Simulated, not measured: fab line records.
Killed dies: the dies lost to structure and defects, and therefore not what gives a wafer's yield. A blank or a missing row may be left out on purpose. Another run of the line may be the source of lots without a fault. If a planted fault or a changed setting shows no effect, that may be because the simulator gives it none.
fab line records | flow gf180mcu
record: lots: 12 | wafers: 36 | lastDay: 34
route steps=602 shown SAB@277 SALICIDE@280 CONTACT@287
lots with no fault: from the same line, run without faults
startH: start of the lot's first displayed wafer, in hours after the record's first day | waitH: hours elapsed since this lot's preceding step | " repeats the value in the row above | L1.1+2: one row covering several wafers at once | - no value, or no start was given | * or withheld: withheld | < > ~ a bound
route shown NAME@n: a module of which the file shows steps, and the number in the route of the first | usual: mean/standard deviation taken from wafers without a fault | same: alike in all rows | chamber/n: place in a boat | sites: per-site readings | _std_site: standard deviation of those values | _edge_site: inner sites' mean taken away from outer sites' mean | radiusMm: for every site, how far away it sits from the centre of the wafer | mask NAME#n: copy n | behind: tool/chamber where the wafer was last shaped | hold: why the lot went on hold/how many hours it stayed there/how the hold came to an end | device: the transistor (n, p or np) that didn't switch | end of line: the route-end tests of the same wafers | a step given without rows: its recipe and nothing more | killed: the dies lost at the first sort to structure and to defects; this is not the yield of the wafer | map: shows each die of a wafer: x if killed, . if not, _ if none is there
set.NAME: the setting as run; set.NAME@STEP: as run at that earlier step | model.NAME: the simulator's own value behind a step, which no gauge read
route steps across a sampled set of lots; one table per step, one row per wafer
services: a tool's chamber out of use, with start hour (startH, from the record's first day; less than 0 if before it), hours out, and reason
== steps ==
step: GF_SAB_STRIP_13
recipe: chemistry: O2/N2 | powerW: 1400 | pressureMtorr: 1500 | platenTempC: 250 | o2FlowSccm: 3000 | n2FlowSccm: 300 | overashFraction: 0.5
usual: drypumpMotorCurrentA: 5.6/0.52 | heaterPowerW: 310/23 | oesProductAu: 0.710/0.0042 | stripTimeToEndpointS: 12.56/0.033
lot.wafer | tool           | chamber | startH | waitH | drypumpMotorCurrentA | heaterPowerW | oesProductAu | rfHoursCounterH | stripTimeToEndpointS
L290.2    | plasmaAsher-04 | 1       | 344.60 | 0.0   | 4.8                  | 338          | 0.705        | 59              | 12.52
L290.3    | "              | 1       | "      | "     | 4.8                  | 326          | 0.715        | -               | 12.57
L290.6    | "              | 0       | "      | "     | 5.8                  | 279          | 0.714        | -               | 12.58
L291.3    | plasmaAsher-04 | 0       | 350.02 | 0.0   | 5.8                  | 274          | 0.712        | -               | 12.57
L291.4    | "              | 1       | "      | "     | 4.8                  | 329          | 0.701        | -               | 12.55
L291.5    | "              | 1       | "      | "     | 4.8                  | 329          | 0.705        | -               | 12.56
L296.1    | plasmaAsher-04 | 1       | 405.44 | 0.0   | 4.8                  | 329          | 0.712        | 64              | 12.55
L296.3    | "              | 1       | "      | "     | 4.8                  | 327          | 0.711        | -               | 12.53
L296.6    | "              | 0       | "      | "     | 5.8                  | 274          | 0.714        | -               | 12.53
L298.1    | plasmaAsher-01 | 0       | 409.60 | 0.0   | 6.4                  | 324          | 0.700        | 28              | 12.59
L298.3    | "              | 0       | "      | "     | 6.4                  | 329          | 0.708        | -               | 12.58
L298.4    | "              | 1       | "      | "     | 5.2                  | 332          | 0.714        | -               | 12.56
L300.1    | plasmaAsher-04 | 1       | 424.89 | 0.0   | 4.8                  | 334          | 0.709        | 66              | 12.54
L300.2    | "              | 0       | "      | "     | 5.8                  | 276          | 0.704        | 66              | 12.56
L300.3    | "              | 0       | "      | "     | 5.8                  | 269          | 0.707        | -               | 12.50
L305.3    | plasmaAsher-04 | 1       | 469.70 | 0.0   | 4.8                  | 329          | 0.706        | -               | 12.51
L305.4    | "              | 0       | "      | "     | 5.8                  | 273          | 0.711        | -               | 12.54
L305.6    | "              | 0       | "      | "     | 5.8                  | 274          | 0.712        | -               | 12.54
L306.1    | plasmaAsher-01 | 0       | 475.77 | 0.0   | 6.4                  | 317          | 0.714        | 35              | 12.56
L306.5    | "              | 1       | "      | "     | 5.2                  | 329          | 0.711        | -               | 12.57
L306.6    | "              | 0       | "      | "     | 6.4                  | 335          | 0.707        | -               | 12.57
L307.1    | plasmaAsher-01 | 0       | 485.89 | 0.0   | 6.4                  | 323          | 0.714        | 36              | 12.61
L307.3    | "              | 0       | "      | "     | 6.4                  | 331          | 0.709        | -               | 12.59
L307.4    | "              | 1       | "      | "     | 5.2                  | 331          | 0.708        | -               | 12.56
L308.1    | plasmaAsher-03 | 1       | 492.15 | 0.0   | 6.0                  | 326          | 0.713        | 82              | 12.58
L308.2    | "              | 0       | "      | "     | 5.9                  | 299          | 0.713        | 82              | 12.58
L308.4    | "              | 0       | "      | "     | 6.0                  | 296          | 0.712        | -               | 12.56
L310.3    | plasmaAsher-03 | 1       | 512.84 | 0.0   | 6.0                  | 323          | 0.708        | -               | 12.48
L310.4    | "              | 0       | "      | "     | 5.9                  | 306          | 0.706        | -               | 12.50
L310.6    | "              | 0       | "      | "     | 6.0                  | 289          | 0.713        | -               | 12.50
L311.1    | plasmaAsher-04 | 0       | 521.17 | 0.0   | 5.8                  | 273          | 0.711        | 76              | 12.58
L311.3    | "              | 1       | "      | "     | 4.8                  | 333          | 0.705        | -               | 12.58
L311.6    | "              | 1       | "      | "     | 4.8                  | 324          | 0.707        | -               | 12.57
L313.3    | plasmaAsher-04 | 1       | 533.92 | 0.0   | 4.8                  | 325          | 0.715        | -               | 12.52
L313.4    | "              | 0       | "      | "     | 5.8                  | 272          | 0.712        | -               | 12.53
L313.5    | "              | 0       | "      | "     | 5.8                  | 270          | 0.710        | -               | 12.55
step: GF_SALICIDE_SPUTTER_02
recipe: material: Co | targetThkNm: 10 | powerW: 1000 | timeS: 20 | chamberPressurePa: 0.4
usual: throttleValvePct: 30.1/1
lot.wafer | tool          | chamber | startH | waitH | throttleValvePct
L290.2    | pvdSputter-01 | -       | 344.79 | 0.0   | 31.6
L290.3    | "             | -       | "      | "     | 30.0
L290.6    | "             | -       | "      | "     | 29.9
L291.3    | pvdSputter-02 | -       | 350.18 | 0.0   | 30.6
L291.4    | "             | -       | "      | "     | 31.1
L291.5    | "             | -       | "      | "     | 28.1
L296.1    | pvdSputter-03 | -       | 405.68 | 0.0   | 31.2
L296.3    | "             | -       | "      | "     | 28.8
L296.6    | "             | -       | "      | "     | 30.6
L298.1    | pvdSputter-01 | -       | 409.79 | 0.0   | 30.3
L298.3    | "             | -       | "      | "     | 31.5
L298.4    | "             | -       | "      | "     | 30.2
L300.1    | pvdSputter-01 | -       | 425.17 | 0.0   | 31.6
L300.2    | "             | -       | "      | "     | 30.0
L300.3    | "             | -       | "      | "     | 30.1
L305.3    | pvdSputter-01 | -       | 469.86 | 0.0   | 30.2
L305.4    | "             | -       | "      | "     | 31.6
L305.6    | "             | -       | "      | "     | 29.8
L306.1    | pvdSputter-01 | -       | 475.95 | 0.0   | 30.1
L306.5    | "             | -       | "      | "     | 30.4
L306.6    | "             | -       | "      | "     | 30.0
L307.1    | pvdSputter-01 | -       | 486.08 | 0.0   | 30.0
L307.3    | "             | -       | "      | "     | 31.6
L307.4    | "             | -       | "      | "     | 29.8
L308.1    | pvdSputter-02 | -       | 492.37 | 0.0   | 29.3
L308.2    | "             | -       | "      | "     | 28.3
L308.4    | "             | -       | "      | "     | 29.4
L310.3    | pvdSputter-03 | -       | 512.99 | 0.0   | 28.9
L310.4    | "             | -       | "      | "     | 31.4
L310.6    | "             | -       | "      | "     | 31.4
L311.1    | pvdSputter-02 | -       | 521.37 | 0.0   | 28.3
L311.3    | "             | -       | "      | "     | 31.4
L311.6    | "             | -       | "      | "     | 31.1
L313.3    | pvdSputter-03 | -       | 534.08 | 0.0   | 28.8
L313.4    | "             | -       | "      | "     | 28.9
L313.5    | "             | -       | "      | "     | 28.9
step: GF_SALICIDE_RTA_06
recipe: tempC: 530 | timeS: 30 | ambient: N2
usual: lampPowerPct: 6.5/0.59 | wafer_temp_C_max: 533.4/1.2
lot.wafer | tool         | chamber | startH | waitH | lampPowerPct | wafer_temp_C_max
L290.2    | rtpAnneal-01 | 0       | 345.04 | 0.1   | 7.2          | 533.4
L290.3    | "            | 0       | "      | "     | 7.2          | 533.8
L290.6    | "            | 0       | "      | "     | 7.2          | 533.4
L291.3    | rtpAnneal-02 | 0       | 350.45 | 0.1   | 6.0          | 532.0
L291.4    | "            | 0       | "      | "     | 6.0          | 532.2
L291.5    | "            | 0       | "      | "     | 6.0          | 532.2
L296.1    | rtpAnneal-02 | 0       | 405.91 | 0.1   | 6.0          | 533.0
L296.3    | "            | 0       | "      | "     | 6.0          | 532.1
L296.6    | "            | 0       | "      | "     | 6.0          | 532.3
L298.1    | rtpAnneal-02 | 0       | 410.02 | 0.1   | 6.0          | 532.1
L298.3    | "            | 0       | "      | "     | 6.0          | 532.5
L298.4    | "            | 0       | "      | "     | 6.0          | 531.7
L300.1    | rtpAnneal-01 | 0       | 425.41 | 0.1   | 7.2          | 533.4
L300.2    | "            | 0       | "      | "     | 7.1          | 534.8
L300.3    | "            | 0       | "      | "     | 7.2          | 534.2
L305.3    | rtpAnneal-01 | 0       | 470.13 | 0.1   | 7.1          | 535.2
L305.4    | "            | 0       | "      | "     | 7.1          | 534.2
L305.6    | "            | 0       | "      | "     | 7.2          | 534.1
L306.1    | rtpAnneal-02 | 0       | 476.19 | 0.1   | 6.0          | 532.2
L306.5    | "            | 0       | "      | "     | 6.0          | 532.7
L306.6    | "            | 0       | "      | "     | 6.0          | 532.7
L307.1    | rtpAnneal-02 | 0       | 486.32 | 0.1   | 6.0          | 531.9
L307.3    | "            | 0       | "      | "     | 6.0          | 532.5
L307.4    | "            | 0       | "      | "     | 6.0          | 532.3
L308.1    | rtpAnneal-01 | 0       | 492.60 | 0.1   | 7.1          | 536.3
L308.2    | "            | 0       | "      | "     | 7.2          | 534.7
L308.4    | "            | 0       | "      | "     | 7.2          | 535.3
L310.3    | rtpAnneal-02 | 0       | 513.26 | 0.1   | 6.0          | 532.6
L310.4    | "            | 0       | "      | "     | 6.0          | 533.0
L310.6    | "            | 0       | "      | "     | 6.0          | 532.3
L311.1    | rtpAnneal-01 | 0       | 521.60 | 0.1   | 7.2          | 534.6
L311.3    | "            | 0       | "      | "     | 7.2          | 535.2
L311.6    | "            | 0       | "      | "     | 7.2          | 534.9
L313.3    | rtpAnneal-02 | 0       | 534.34 | 0.1   | 6.0          | 533.3
L313.4    | "            | 0       | "      | "     | 6.0          | 532.3
L313.5    | "            | 0       | "      | "     | 6.0          | 532.6
step: GF_CONTACT_CVD_00
recipe: material: SiO2 | targetThkNm: 300 | sigmaOpenFrac: 0.3 | tempC: 400 | timeS: 50 | sih4FlowSccm: 60 | pressureMtorr: 6
usual: sih4FlowSccm: 60.00/0.18
lot.wafer | tool      | chamber | startH | waitH | sih4FlowSccm
L290.2    | hdpcvd-02 | 0       | 345.32 | 0.1   | 59.80
L290.3    | "         | 2       | "      | "     | 60.12
L290.6    | "         | 2       | "      | "     | 60.40
L291.3    | hdpcvd-02 | 2       | 350.71 | 0.1   | 59.70
L291.4    | "         | 0       | "      | "     | 59.95
L291.5    | "         | 1       | "      | "     | 59.69
L296.1    | hdpcvd-02 | 1       | 406.20 | 0.1   | 60.19
L296.3    | "         | 0       | "      | "     | 50.96
L296.6    | "         | 0       | "      | "     | 50.92
L298.1    | hdpcvd-02 | 2       | 410.31 | 0.1   | 59.92
L298.3    | "         | 0       | "      | "     | 50.62
L298.4    | "         | 2       | "      | "     | 59.64
L300.1    | hdpcvd-01 | 0       | 425.79 | 0.1   | 59.85
L300.2    | "         | 1       | "      | "     | 60.00
L300.3    | "         | 2       | "      | "     | 60.07
L305.3    | hdpcvd-01 | 1       | 470.40 | 0.1   | 59.83
L305.4    | "         | 2       | "      | "     | 59.97
L305.6    | "         | 0       | "      | "     | 59.78
L306.1    | hdpcvd-01 | 2       | 476.48 | 0.1   | 59.93
L306.5    | "         | 1       | "      | "     | 60.37
L306.6    | "         | 2       | "      | "     | 60.12
L307.1    | hdpcvd-02 | 2       | 486.61 | 0.1   | 60.19
L307.3    | "         | 1       | "      | "     | 59.83
L307.4    | "         | 1       | "      | "     | 60.21
L308.1    | hdpcvd-01 | 0       | 492.99 | 0.1   | 60.03
L308.2    | "         | 1       | "      | "     | 60.06
L308.4    | "         | 1       | "      | "     | 59.82
L310.3    | hdpcvd-01 | 0       | 513.52 | 0.1   | 59.89
L310.4    | "         | 2       | "      | "     | 60.17
L310.6    | "         | 0       | "      | "     | 59.82
L311.1    | hdpcvd-02 | 2       | 521.91 | 0.1   | 59.87
L311.3    | "         | 0       | "      | "     | 59.94
L311.6    | "         | 1       | "      | "     | 59.93
L313.3    | hdpcvd-01 | 2       | 534.60 | 0.1   | 60.25
L313.4    | "         | 2       | "      | "     | 60.06
L313.5    | "         | 0       | "      | "     | 60.12
step: GF_CONTACT_THK_MEAS_01
recipe: reads: SiO2_of_CONTACT_CVD_00
usual: CONTACT_CVD_00_THK: 299.1/2.6
lot.wafer | tool         | chamber | startH | waitH | CONTACT_CVD_00_THK[nm]
L290.2    | filmMetro-01 | -       | 345.37 | 0.0   | 294.5
L290.3    | "            | -       | "      | "     | 296.1
L290.6    | "            | -       | "      | "     | 296.7
L291.3    | filmMetro-03 | -       | 350.78 | 0.0   | 300.0
L291.4    | "            | -       | "      | "     | 301.1
L291.5    | "            | -       | "      | "     | 297.4
L296.1    | filmMetro-03 | -       | 406.25 | 0.0   | 302.6
L296.3    | "            | -       | "      | "     | 256.2
L296.6    | "            | -       | "      | "     | 258.3
L298.1    | filmMetro-01 | -       | 410.36 | 0.0   | 299.0
L298.3    | "            | -       | "      | "     | 256.8
L298.4    | "            | -       | "      | "     | 299.4
L300.1    | filmMetro-01 | -       | 425.84 | 0.0   | 297.2
L300.2    | "            | -       | "      | "     | 297.5
L300.3    | "            | -       | "      | "     | 295.7
L305.3    | filmMetro-03 | -       | 470.47 | 0.0   | 301.6
L305.4    | "            | -       | "      | "     | 304.2
L305.6    | "            | -       | "      | "     | 301.2
L306.1    | filmMetro-01 | -       | 476.52 | 0.0   | 299.6
L306.5    | "            | -       | "      | "     | 300.2
L306.6    | "            | -       | "      | "     | 298.8
L307.1    | filmMetro-03 | -       | 486.65 | 0.0   | 303.3
L307.3    | "            | -       | "      | "     | 300.5
L307.4    | "            | -       | "      | "     | 299.7
L308.1    | filmMetro-01 | -       | 493.03 | 0.0   | 299.2
L308.2    | "            | -       | "      | "     | 297.6
L308.4    | "            | -       | "      | "     | 299.2
L310.3    | filmMetro-03 | -       | 514.00 | 0.5   | 300.7
L310.4    | "            | -       | "      | "     | 299.3
L310.6    | "            | -       | "      | "     | 298.9
L311.1    | filmMetro-03 | -       | 521.95 | 0.0   | 302.6
L311.3    | "            | -       | "      | "     | 299.7
L311.6    | "            | -       | "      | "     | 298.4
L313.3    | filmMetro-03 | -       | 534.67 | 0.0   | 302.1
L313.4    | "            | -       | "      | "     | 299.2
L313.5    | "            | -       | "      | "     | 304.0
step: GF_CONTACT_ETCH_17
recipe: chemistry: C4F8/O2/Ar | maskMaterial: KrF | target: SiO2 | stopOn: CoSi2 | sourceW: 1500 | biasW: 1200 | pressureMtorr: 40 | c4f8FlowSccm: withheld | O2_flow_sccm: 6 | Ar_flow_sccm: 300 | timeS: withheld | targetDepthA: 8600
usual: oesProductAu: 0.813/0.0048
lot.wafer | tool       | chamber | startH | waitH | oesProductAu
L290.2    | rieDiel-03 | 3       | -      | -     | 0.805
L290.3    | "          | 0       | "      | "     | 0.807
L290.6    | "          | 1       | "      | "     | 0.814
L291.3    | rieDiel-01 | 1       | -      | -     | 0.816
L291.4    | "          | 0       | "      | "     | 0.813
L291.5    | "          | 2       | "      | "     | 0.821
L296.1    | rieDiel-01 | 2       | -      | -     | 0.820
L296.3    | "          | 0       | "      | "     | 0.782
L296.6    | "          | 2       | "      | "     | 0.794
L298.1    | rieDiel-03 | 0       | -      | -     | 0.819
L298.3    | "          | 1       | "      | "     | 0.792
L298.4    | "          | 3       | "      | "     | 0.816
L300.1    | rieDiel-01 | 0       | -      | -     | 0.812
L300.2    | "          | 2       | "      | "     | 0.811
L300.3    | "          | 1       | "      | "     | 0.815
L305.3    | rieDiel-04 | 2       | -      | -     | 0.821
L305.4    | "          | 1       | "      | "     | 0.822
L305.6    | "          | 0       | "      | "     | 0.823
L306.1    | rieDiel-01 | 1       | -      | -     | 0.804
L306.5    | "          | 3       | "      | "     | 0.816
L306.6    | "          | 0       | "      | "     | 0.812
L307.1    | rieDiel-01 | 2       | -      | -     | 0.823
L307.3    | "          | 3       | "      | "     | 0.811
L307.4    | "          | 0       | "      | "     | 0.814
L308.1    | rieDiel-03 | 0       | -      | -     | 0.818
L308.2    | "          | 1       | "      | "     | 0.816
L308.4    | "          | 2       | "      | "     | 0.813
L310.3    | rieDiel-04 | 1       | -      | -     | 0.807
L310.4    | "          | 3       | "      | "     | 0.813
L310.6    | "          | 1       | "      | "     | 0.810
L311.1    | rieDiel-04 | 3       | -      | -     | 0.822
L311.3    | "          | 2       | "      | "     | 0.808
L311.6    | "          | 0       | "      | "     | 0.808
L313.3    | rieDiel-04 | 0       | -      | -     | 0.811
L313.4    | "          | 2       | "      | "     | 0.803
L313.5    | "          | 3       | "      | "     | 0.820
== services ==
tool           | chamber | startH | hours | kind
pvdSputter-01  | -       | 331.83 | 11.2  | repair
plasmaAsher-01 | -       | 343.06 | 2.8   | pm
pvdSputter-03  | -       | 345.78 | 1.6   | repair
plasmaAsher-01 | -       | 353.56 | 8.5   | repair
plasmaAsher-04 | -       | 354.21 | 15.6  | pm
rieDiel-04     | 0       | 368.74 | 1.7   | repair
pvdSputter-01  | 3       | 372.11 | -     | consumableReplace:kit
rieDiel-01     | 0       | 388.43 | 6.3   | repair
rtpAnneal-02   | -       | 401.05 | 1.0   | pm
plasmaAsher-03 | -       | 402.21 | 2.8   | repair
rieDiel-01     | -       | 402.38 | 1.1   | repair
rieDiel-04     | -       | 404.88 | 0.3   | repair
rieDiel-03     | 0       | 417.43 | 2.4   | repair
hdpcvd-02      | -       | 426.88 | 4.3   | pm
pvdSputter-03  | -       | 431.58 | 5.1   | repair
plasmaAsher-04 | -       | 433.27 | 3.8   | repair
pvdSputter-03  | -       | 434.67 | 1.9   | repair
plasmaAsher-04 | -       | 447.26 | 1.8   | repair
hdpcvd-02      | -       | 503.41 | 0.9   | repair
pvdSputter-02  | -       | 508.38 | 1.9   | repair
pvdSputter-03  | -       | 508.66 | 1.7   | repair
rieDiel-03     | 1       | 530.20 | 28.4  | repair
hdpcvd-01      | -       | 539.25 | 15.0  | pm
rieDiel-03     | 0       | 543.50 | 20.9  | repair
== key ==
firstSign: step: GF_CONTACT_CVD_00 | reading: sih4FlowSccm | direction: down | sigmas: 50 | usual: 60.00 | struck: 50.83
effect: step: GF_CONTACT_THK_MEAS_01 | reading: CONTACT_CVD_00_THK | direction: down | sigmas: 16 | usual: 299.1 | struck: 257.1
effect: step: GF_CONTACT_ETCH_17 | reading: oesProductAu | direction: down | sigmas: 5.1 | usual: 0.813 | struck: 0.789
metAt GF_CONTACT_CVD_00
struckLots L296,L298
struckWafers L296.3,L296.6,L298.3
testerLeftOut L296,L298
notActingAt GF_SAB_STRIP_13,GF_SALICIDE_SPUTTER_02,GF_SALICIDE_RTA_06
onsetBetween 350.71 406.20
fault: kind: processParameterDrift | tool: hdpcvd-02 | chamber: 0 | onsetH: 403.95 | steps: GF_CONTACT_CVD_00 | channel: sih4FlowSccm | offset: -9 | shape: step | endH: 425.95 | actsIn: theseRecipesOnly | stated: 60
testerLeftOut: of these lots the tester's yield and bins aren't shown, on N5 and GAA mostly nor the transistor test; their killed dies are dies lost to structure and defects alone, not to doping, threshold or leakage, so they don't give the yield
